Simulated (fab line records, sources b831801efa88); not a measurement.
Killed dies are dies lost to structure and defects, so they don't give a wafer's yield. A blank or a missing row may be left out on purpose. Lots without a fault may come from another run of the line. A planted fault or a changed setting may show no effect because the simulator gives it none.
Problem report in the 8D (eight disciplines) form, filled by code | flow gf180mcu | the parts of the form that need people (team, actions taken, sign-off) are left out

1. THE PROBLEM
cd_nm at GF_NSD_CD_MEAS_07 reads a mean of 429.4 nm on 4 wafers of 3 lots; wafers without a fault read 399.7 nm with a standard deviation of 2.2. That is +14 standard deviations from the usual mean.
The step: target cd 400 nm.
First seen on wafer L466.4, day 19 11:23, on cd_sem-01. The record holds 37 wafers of 13 lots with a number at this step. Rule for "out", or "out of limits": more than 4 standard deviations from the usual mean. The other wafers with a number count as sound.

2. WHAT IT IS AND WHAT IT IS NOT
question                    | is                             | is not
which readings at this step | cd_nm                          | -
which lots                  | L466, L467, L469               | L451, L452, L453, L454, L455, L456, L457, L458, L463, L471
which wafers of those lots  | L466.4, L466.6, L467.6, L469.6 | L466.1, L467.5, L469.5
read on which gauges        | cd_sem-01                      | cd_sem-02
when                        | from day 19 11:23              | up to then (28 sound wafers); but 5 sound wafers of L467, L469, L471 came after

3. SUSPECTS, AND WHAT RULES EACH OUT
Counting: a tool at a process step up to the reading stays a suspect if it ran every lot that is out. Sound lots after the first of them don't rule it out here, since some wafers of a struck lot are sound.
- the gauge at GF_NSD_CD_MEAS_07: kept. All the wafers that are out were read on cd_sem-01, and no step on other tools shows them out.
- litho_track-03 at GF_NSD_DEVELOP_06 (develop time 60 s): kept. It ran every lot that is out, first L466 (day 19 11:14); its last sound lot up to then is L458 (day 16 20:05).
Left after counting: litho_track-03 at GF_NSD_DEVELOP_06, cd_sem-01 at GF_NSD_CD_MEAS_07.

4. THE CAUSE (what the simulator had put in)
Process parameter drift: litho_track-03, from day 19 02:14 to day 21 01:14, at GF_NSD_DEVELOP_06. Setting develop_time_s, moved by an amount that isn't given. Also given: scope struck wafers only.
Counting left 2 suspects, and this tool is among them.

5. THE CHAIN OF EFFECTS, in route order
Each row: a reading whose mean over the struck wafers that have a number lies more than 3 standard deviations from the usual. Only readings for which the record gives a usual standard deviation are gone through. hours: the time from each lot's start at the first step in this table that gives one to its start at this step, as a median over the lots. sigmas: the change in usual standard deviations.
hours | step              | reading | usual    | on struck wafers | change | sigmas
0     | GF_NSD_CD_MEAS_07 | cd_nm   | 399.7 nm | 429.4            | +29.7  | +14

6. WHAT WOULD HAVE CAUGHT IT SOONER
In this record the first reading out of limits at a measuring or inspecting step was taken at day 19 11:23, 9 hours after the fault began at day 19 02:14.
Of the lots that are out (3), L467, L469 began GF_NSD_DEVELOP_06 on litho_track-03 after day 19 11:23. A hold on the tool at that time would have spared those 2.
